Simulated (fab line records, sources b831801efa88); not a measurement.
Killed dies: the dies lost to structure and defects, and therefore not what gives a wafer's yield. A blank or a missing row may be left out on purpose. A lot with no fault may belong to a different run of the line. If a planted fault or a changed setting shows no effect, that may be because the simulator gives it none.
fab line records    flow gf180mcu
record lots=13  wafers=39  lastDay=34
route steps=602 shown VT_IMPLANT@99 HV_LDD@211 V2@385 V4@490
lots untouched by any fault: they come from a run of this same line in which no faults occurred
startH: hours from the record's opening day to when the first of the lot's shown wafers began    waitH: time in hours since the lot's previous step    " as in the row above    L1.1+2: one row covering several wafers at once    - no value, or no start given    * or withheld: withheld    < > ~ a bound
route shown NAME@n: NAME is a module with steps in the file, n the number in the route of the first one    usual: mean and standard deviation over wafers with no fault    same: alike in all rows    chamber/n: place in a boat    sites: per-site readings    _std_site: their standard deviation    _edge_site: the outer-site mean with the inner-site mean subtracted    radiusMm: for every site, how far away it sits from the centre of the wafer    mask NAME#n: copy n    behind: tool/chamber where the wafer was last shaped    hold: reason for holding the lot/hours on hold/outcome of the hold    device: whichever transistor did not switch (one of n, p or np)    end of line: the same wafers' tests at the end of the route    a step given without rows: its recipe and nothing more    killed: count of dies lost to structure and defects at first sort (not the wafer's yield)    map: a wafer's dies, marking killed ones x, the rest . and places with no die _
set.NAME: the setting as run; set.NAME@STEP: as run at that earlier step    model.NAME: the simulator's own value behind a step, which no gauge read
route steps across a sampled set of lots; one table per step, one row per wafer
services: a tool's chamber out of use, with start hour (startH, from the record's first day; less than 0 if before it), hours out, and reason
## steps
# step GF_VT_IMPLANT_STRIP_09
# recipe chemistry=O2/N2  powerW=1400  pressureMtorr=1500  platenTempC=250  o2FlowSccm=3000  n2FlowSccm=300  overashFraction=0.5
# usual drypumpMotorCurrentA=5.9/0.35  heaterPowerW=339/28  n2FlowSccm=300.0/0.91  oesProductAu=0.716/0.0046  stripTimeToEndpointS=12.64/0.039
lot.wafer  tool            chamber  startH  waitH  drypumpMotorCurrentA  heaterPowerW  n2FlowSccm  oesProductAu  rfHoursCounterH  stripTimeToEndpointS
L862.2     plasmaAsher-04  0        109.60  0.1    5.5                   307           298.9       0.714         45               12.68
L862.5     "               1        "       "      6.3                   393           300.5       0.715         -                12.67
L862.6     "               0        "       "      5.5                   317           300.0       0.719         -                12.70
L863.1     plasmaAsher-03  1        120.10  0.1    6.4                   321           300.0       0.724         37               12.58
L863.2     "               0        "       "      5.8                   335           298.6       0.720         37               12.59
L863.6     "               1        "       "      6.4                   323           300.6       0.724         -                12.65
L865.1     plasmaAsher-03  1        127.94  0.1    6.4                   326           299.3       0.719         38               12.57
L865.5     "               1        "       "      6.4                   324           299.3       0.712         -                12.59
L865.6     "               0        "       "      5.8                   327           300.0       0.718         -                12.58
L866.2     plasmaAsher-03  0        134.10  0.1    5.8                   329           299.9       0.714         38               12.70
L866.4     "               0        "       "      5.8                   331           299.2       0.710         -                12.66
L866.6     "               1        "       "      6.4                   333           299.6       0.715         -                12.71
L867.3     plasmaAsher-02  0        146.08  0.1    5.6                   329           300.7       0.717         -                12.66
L867.5     "               1        "       "      6.0                   319           299.8       0.718         -                12.68
L867.6     "               0        "       "      5.6                   338           300.5       0.722         -                12.65
L869.1     plasmaAsher-04  0        155.70  0.1    5.5                   308           300.6       0.722         51               12.64
L869.3     "               0        "       "      5.5                   309           300.4       0.709         -                12.62
L869.6     "               1        "       "      6.3                   396           301.3       0.716         -                12.60
L870.1     plasmaAsher-04  0        160.54  0.1    5.5                   314           299.9       0.709         51               12.65
L870.2     "               1        "       "      6.3                   388           300.5       0.715         51               12.67
L870.6     "               0        "       "      5.5                   313           301.5       0.721         -                12.70
L873.1     plasmaAsher-03  1        176.59  0.1    6.4                   327           299.7       0.720         42               12.72
L873.2     "               0        "       "      5.8                   324           300.6       0.725         42               12.71
L873.4     "               0        "       "      5.8                   338           300.4       0.723         -                12.68
L875.1     plasmaAsher-04  0        190.55  0.1    5.5                   310           299.5       0.713         54               12.65
L875.5     "               0        "       "      5.5                   311           299.5       0.710         -                12.67
L875.6     "               1        "       "      6.3                   393           301.1       0.723         -                12.65
L877.3     plasmaAsher-04  1        202.03  0.1    6.3                   386           300.1       0.709         -                12.64
L877.4     "               0        "       "      5.5                   314           300.1       0.720         -                12.65
L877.5     "               1        "       "      6.3                   389           300.1       0.715         -                12.63
L882.2     plasmaAsher-04  1        231.09  0.1    6.2                   393           298.5       0.714         59               12.60
L882.3     "               0        "       "      5.5                   306           299.9       0.714         -                12.61
L882.4     "               1        "       "      6.3                   387           301.0       0.715         -                12.62
L883.1     plasmaAsher-03  1        237.00  0.1    6.4                   329           300.2       0.725         48               12.64
L883.3     "               1        "       "      6.4                   325           300.4       0.719         -                12.62
L883.4     "               0        "       "      5.8                   328           301.0       0.711         -                12.63
L884.1     plasmaAsher-03  0        242.89  0.1    5.8                   327           300.6       0.718         49               12.61
L884.2     "               1        "       "      6.4                   328           299.7       0.716         49               12.62
L884.6     "               1        "       "      6.4                   329           300.5       0.717         -                12.62
# step GF_HV_LDD_IMPLANT_35
# recipe species=P  energyKev=60  doseCm2=7.5e+12  tiltDeg=30  rotationDeg=180
# usual beamEnergyKeV=59.995/0.02  tiltDeg=29.999/0.02
lot.wafer  tool          chamber  startH  waitH  beamEnergyKeV  tiltDeg
L862.2     implanter-03  0        255.29  0.1    59.987         29.983
L862.5     "             0        "       "      59.980         29.961
L862.6     "             0        "       "      59.984         29.962
L863.1     implanter-02  0        258.96  0.1    60.011         29.995
L863.2     "             0        "       "      59.988         30.013
L863.6     "             0        "       "      59.980         30.022
L865.1     implanter-02  0        273.11  0.1    59.990         30.010
L865.5     "             0        "       "      59.998         29.997
L865.6     "             0        "       "      59.968         30.006
L866.2     implanter-03  0        280.14  0.1    59.963         29.995
L866.4     "             0        "       "      59.990         29.975
L866.6     "             0        "       "      59.972         29.968
L867.3     implanter-03  0        294.26  0.1    59.971         30.008
L867.5     "             0        "       "      59.991         29.989
L867.6     "             0        "       "      59.990         29.955
L869.1     implanter-03  0        308.92  0.1    60.022         29.995
L869.3     "             0        "       "      59.995         29.981
L869.6     "             0        "       "      59.997         29.975
L870.1     implanter-02  0        318.62  0.1    59.996         30.013
L870.2     "             0        "       "      59.988         29.989
L870.6     "             0        "       "      59.986         29.990
L873.1     implanter-03  0        336.77  0.1    60.013         26.798
L873.2     "             0        "       "      59.990         26.834
L873.4     "             0        "       "      60.005         26.800
L875.1     implanter-03  0        358.31  0.1    59.984         26.809
L875.5     "             0        "       "      59.985         26.829
L875.6     "             0        "       "      60.015         26.829
L877.3     implanter-02  0        373.61  0.1    59.998         29.975
L877.4     "             0        "       "      59.995         30.003
L877.5     "             0        "       "      59.996         29.986
L882.2     implanter-02  0        400.79  0.1    59.967         30.019
L882.3     "             0        "       "      59.952         30.004
L882.4     "             0        "       "      59.985         30.050
L883.1     implanter-02  0        410.71  0.1    60.040         30.008
L883.3     "             0        "       "      60.005         30.021
L883.4     "             0        "       "      60.027         30.001
L884.1     implanter-02  0        421.92  0.1    60.021         29.979
L884.2     "             0        "       "      59.990         30.003
L884.6     "             0        "       "      59.987         29.978
# step GF_HV_LDD_RS_MEAS_53
# recipe thkMeasGauge=four-point-probe
# usual HV_LDD_RS=418.4/0.85
lot.wafer  tool          chamber  startH  waitH  HV_LDD_RS[ohm/sq]
L862.2     filmMetro-03  -        274.21  0.1    418.4
L862.5     "             -        "       "      418.0
L862.6     "             -        "       "      418.1
L863.1     filmMetro-02  -        277.89  0.1    417.6
L863.2     "             -        "       "      418.3
L863.6     "             -        "       "      417.4
L865.1     filmMetro-02  -        293.19  0.1    418.1
L865.5     "             -        "       "      417.5
L865.6     "             -        "       "      417.7
L866.2     filmMetro-03  -        301.31  0.1    419.1
L866.4     "             -        "       "      417.9
L866.6     "             -        "       "      420.8
L867.3     filmMetro-04  -        315.48  0.1    420.6
L867.5     "             -        "       "      420.0
L867.6     "             -        "       "      419.8
L869.1     filmMetro-03  -        331.04  0.1    416.9
L869.3     "             -        "       "      417.8
L869.6     "             -        "       "      417.9
L870.1     filmMetro-04  -        340.84  0.1    419.2
L870.2     "             -        "       "      418.8
L870.6     "             -        "       "      418.7
L873.1     filmMetro-04  -        358.74  0.1    -
L873.2     "             -        "       "      -
L873.4     "             -        "       "      -
L875.1     filmMetro-02  -        381.29  0.1    -
L875.5     "             -        "       "      -
L875.6     "             -        "       "      -
L877.3     filmMetro-02  -        397.48  0.1    418.6
L877.4     "             -        "       "      417.5
L877.5     "             -        "       "      418.4
L882.2     filmMetro-03  -        425.41  0.1    417.6
L882.3     "             -        "       "      417.4
L882.4     "             -        "       "      418.5
L883.1     filmMetro-03  -        435.54  0.1    419.1
L883.3     "             -        "       "      418.6
L883.4     "             -        "       "      418.7
L884.1     filmMetro-02  -        447.09  0.1    418.7
L884.2     "             -        "       "      418.3
L884.6     "             -        "       "      418.5
# step GF_V2_THK_MEAS_03
# recipe reads=SiO2_of_V2_CVD_02
# usual V2_CVD_02_THK=849/9.8
lot.wafer  tool          chamber  startH  waitH  V2_CVD_02_THK[nm]
L862.2     filmMetro-02  -        437.53  0.0    843
L862.5     "             -        "       "      851
L862.6     "             -        "       "      850
L863.1     filmMetro-03  -        441.55  0.0    840
L863.2     "             -        "       "      840
L863.6     "             -        "       "      854
L865.1     filmMetro-03  -        459.88  0.0    851
L865.5     "             -        "       "      846
L865.6     "             -        "       "      865
L866.2     filmMetro-02  -        470.32  0.0    848
L866.4     "             -        "       "      849
L866.6     "             -        "       "      854
L867.3     filmMetro-03  -        486.53  0.1    847
L867.5     "             -        "       "      853
L867.6     "             -        "       "      848
L869.1     filmMetro-03  -        503.17  0.0    850
L869.3     "             -        "       "      845
L869.6     "             -        "       "      854
L870.1     filmMetro-02  -        514.62  0.0    850
L870.2     "             -        "       "      844
L870.6     "             -        "       "      862
L873.1     filmMetro-03  -        532.98  0.0    849
L873.2     "             -        "       "      842
L873.4     "             -        "       "      858
L875.1     filmMetro-02  -        556.18  0.0    852
L875.5     "             -        "       "      860
L875.6     "             -        "       "      862
L877.3     filmMetro-03  -        573.43  0.1    832
L877.4     "             -        "       "      858
L877.5     "             -        "       "      844
L882.2     filmMetro-04  -        598.43  0.1    826
L882.3     "             -        "       "      835
L882.4     "             -        "       "      840
L883.1     filmMetro-04  -        605.52  0.0    854
L883.3     "             -        "       "      848
L883.4     "             -        "       "      861
L884.1     filmMetro-02  -        616.70  0.0    834
L884.2     "             -        "       "      843
L884.6     "             -        "       "      841
# step GF_V4_CD_MEAS_14
# recipe targetCdNm=260
# usual cdNm=260.0/1.3
lot.wafer  tool      chamber  startH  waitH  cdNm
L862.2     cdSem-02  -        561.78  0.1    261.7
L862.5     "         -        "       "      260.6
L862.6     "         -        "       "      260.9
L863.1     cdSem-02  -        566.90  0.1    261.6
L863.2     "         -        "       "      260.0
L863.6     "         -        "       "      261.4
L865.1     cdSem-02  -        582.40  0.1    260.0
L865.5     "         -        "       "      260.9
L865.6     "         -        "       "      260.2
L866.2     cdSem-01  -        592.08  0.1    258.4
L866.4     "         -        "       "      259.2
L866.6     "         -        "       "      258.4
L867.3     cdSem-01  -        606.99  0.1    261.1
L867.5     "         -        "       "      260.5
L867.6     "         -        "       "      260.1
L869.1     cdSem-02  -        620.45  0.1    260.1
L869.3     "         -        "       "      260.3
L869.6     "         -        "       "      260.5
L870.1     cdSem-01  -        629.60  0.1    259.1
L870.2     "         -        "       "      258.6
L870.6     "         -        "       "      259.0
L873.1     cdSem-02  -        646.05  0.1    260.1
L873.2     "         -        "       "      260.3
L873.4     "         -        "       "      260.6
L875.1     cdSem-02  -        665.90  0.1    256.5
L875.5     "         -        "       "      258.5
L875.6     "         -        "       "      256.5
L877.3     cdSem-01  -        680.99  0.1    262.1
L877.4     "         -        "       "      261.2
L877.5     "         -        "       "      260.8
L882.2     cdSem-01  -        702.84  0.2    260.1
L882.3     "         -        "       "      259.9
L882.4     "         -        "       "      259.2
L883.1     cdSem-01  -        708.81  0.1    260.1
L883.3     "         -        "       "      261.6
L883.4     "         -        "       "      261.1
L884.1     cdSem-01  -        719.23  0.2    260.3
L884.2     "         -        "       "      259.5
L884.6     "         -        "       "      260.2
## services
tool            chamber  startH  hours  kind
plasmaAsher-02  -        120.90  1.6    repair
plasmaAsher-03  -        139.48  1.9    repair
plasmaAsher-02  -        143.25  2.5    repair
implanter-02    -        153.48  3.2    repair
implanter-03    -        194.64  3.2    repair
implanter-02    -        200.57  2.0    repair
implanter-02    -        274.85  3.3    repair
implanter-02    -        284.44  1.2    repair
implanter-03    -        323.73  11.6   pm
implanter-02    -        334.08  4.7    pm
plasmaAsher-02  -        353.05  1.7    repair
implanter-02    -        353.61  5.1    pm
plasmaAsher-03  -        387.22  12.6   repair
implanter-03    -        397.14  3.7    pm
plasmaAsher-04  -        421.25  9.0    pm
plasmaAsher-04  0        421.25  9.0    ventCycle
plasmaAsher-04  1        421.25  9.0    ventCycle
## key
firstSign step=GF_HV_LDD_IMPLANT_35  reading=tiltDeg  direction=down  sigmas=99+  usual=29.999  struck=26.816
effect step=GF_HV_LDD_RS_MEAS_53  reading=HV_LDD_RS  direction=missing
metAt GF_HV_LDD_IMPLANT_35
struckLots L873,L875
testerLeftOut L873,L875
notActingAt GF_VT_IMPLANT_STRIP_09,GF_V2_THK_MEAS_03,GF_V4_CD_MEAS_14
onsetBetween 308.92 336.77
fault kind=processParameterDrift  tool=implanter-03  chamber=-  onsetH=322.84  steps=GF_HV_LDD_IMPLANT_35  channel=tiltDeg  offset=-3.1874  shape=step  endH=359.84  actsIn=theseRecipesOnly  stated=30
# testerLeftOut: of these lots the tester's yield and bins aren't shown, on N5 and GAA mostly nor the transistor test; their killed dies are dies lost to structure and defects alone, not to doping, threshold or leakage, so they don't give the yield
